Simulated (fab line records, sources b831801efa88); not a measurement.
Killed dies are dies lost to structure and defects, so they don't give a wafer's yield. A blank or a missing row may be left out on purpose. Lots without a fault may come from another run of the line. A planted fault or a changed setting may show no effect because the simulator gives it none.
Which tool did it? | flow gf180mcu | 11 lots, 33 wafers sampled, at 4 steps of a route of 602

WHAT THE GAUGES READ, wafer by wafer
GF_V1_RS_MEAS_24: measures by four-point-probe.
lot  | measured     | on            | V1_W_RS (ohm/sq)
L449 | day 18 03:44 | film_metro-03 | 0.3220 0.3206 0.3254
L450 | day 18 14:26 | film_metro-03 | 0.3215 0.3246 0.3240
L451 | day 19 11:32 | film_metro-01 | 0.3268 0.3250 0.3273
L454 | day 20 10:02 | film_metro-01 | 0.3258 0.3293 0.3252
L456 | day 21 01:49 | film_metro-03 | 0.3294 0.3246 0.3347
L457 | day 21 05:39 | film_metro-01 | 0.7529 0.7330 0.3316
L460 | day 22 07:36 | film_metro-02 | 0.3261 0.7307 0.3283
L468 | day 25 13:32 | film_metro-01 | 0.3232 0.3321 0.3314
L469 | day 25 15:11 | film_metro-01 | 0.3286 0.3271 0.3302
L470 | day 25 17:33 | film_metro-03 | 0.3260 0.3249 0.3286
L471 | day 26 07:45 | film_metro-01 | 0.3266 0.3224 0.3260

WHICH TOOL RAN EACH LOT (tool, then ch and the chambers of the sampled wafers, then the start)
lot  | GF_M1_SPUTTER_02             | GF_V1_SPUTTER_21             | GF_V1_CVD_23
L449 | pvd_sputter-04, day 16 02:38 | pvd_sputter-04, day 18 03:29 | cvd_w-02 ch 0,1, day 18 03:35
L450 | pvd_sputter-04, day 16 12:56 | pvd_sputter-04, day 18 14:11 | cvd_w-02 ch 0,1, day 18 14:19
L451 | pvd_sputter-02, day 17 08:43 | pvd_sputter-03, day 19 11:19 | cvd_w-02 ch 0,1, day 19 11:25
L454 | pvd_sputter-01, day 18 06:19 | pvd_sputter-03, day 20 09:50 | cvd_w-02 ch 0,1, day 20 09:56
L456 | pvd_sputter-01, day 18 22:47 | pvd_sputter-04, day 21 01:36 | cvd_w-02 ch 0,1, day 21 01:42
L457 | pvd_sputter-04, day 19 03:05 | pvd_sputter-03, day 21 05:24 | cvd_w-02 ch 0,1, day 21 05:32
L460 | pvd_sputter-01, day 20 05:31 | pvd_sputter-04, day 22 07:22 | cvd_w-02 ch 0,1, day 22 07:28
L468 | pvd_sputter-02, day 23 14:35 | pvd_sputter-03, day 25 13:19 | cvd_w-01 ch 0,1, day 25 13:25
L469 | pvd_sputter-04, day 23 16:21 | pvd_sputter-03, day 25 14:59 | cvd_w-02 ch 0,1, day 25 15:05
L470 | pvd_sputter-01, day 23 19:54 | pvd_sputter-02, day 25 17:19 | cvd_w-01 ch 0,1, day 25 17:25
L471 | pvd_sputter-01, day 24 09:41 | pvd_sputter-03, day 26 07:31 | cvd_w-02 ch 0,1, day 26 07:37
- GF_M1_SPUTTER_02: material AlCu, target thk 450 nm, time 23.9 s.
- GF_V1_SPUTTER_21: material Ti, target thk 15 nm, time 80.02 s.
- GF_V1_CVD_23: deposits W, target thk 350 nm, time 105.05 s.

THE ANSWER, worked out from the rows above alone
Rule: what is usual is taken from the lots themselves. Put in order of their means at a reading, lots are off if they are a third of the lots or fewer, leave a main group of 4 or more, and stand apart from it by a gap of 3 or more times the standard deviation of the main group's means; of several such gaps the widest counts. A main group whose means are all the same, to the digits that the tables above print for the reading, isn't used. A lot without any number at a reading at which 4 lots or more have one is off too. The other lots that the step has rows for count as sound.
Off: L457, L460, at GF_V1_RS_MEAS_24 (V1_W_RS). The main group: mean 0.3264 ohm/sq, standard deviation 0.0023.
A tool fits if, at a process step before that reading, it ran every lot that is off, and no sound lot after the first of them. The gauges at GF_V1_RS_MEAS_24 are tried like those tools. None of those tried fits.

WHAT THE SIMULATOR HAD PUT IN
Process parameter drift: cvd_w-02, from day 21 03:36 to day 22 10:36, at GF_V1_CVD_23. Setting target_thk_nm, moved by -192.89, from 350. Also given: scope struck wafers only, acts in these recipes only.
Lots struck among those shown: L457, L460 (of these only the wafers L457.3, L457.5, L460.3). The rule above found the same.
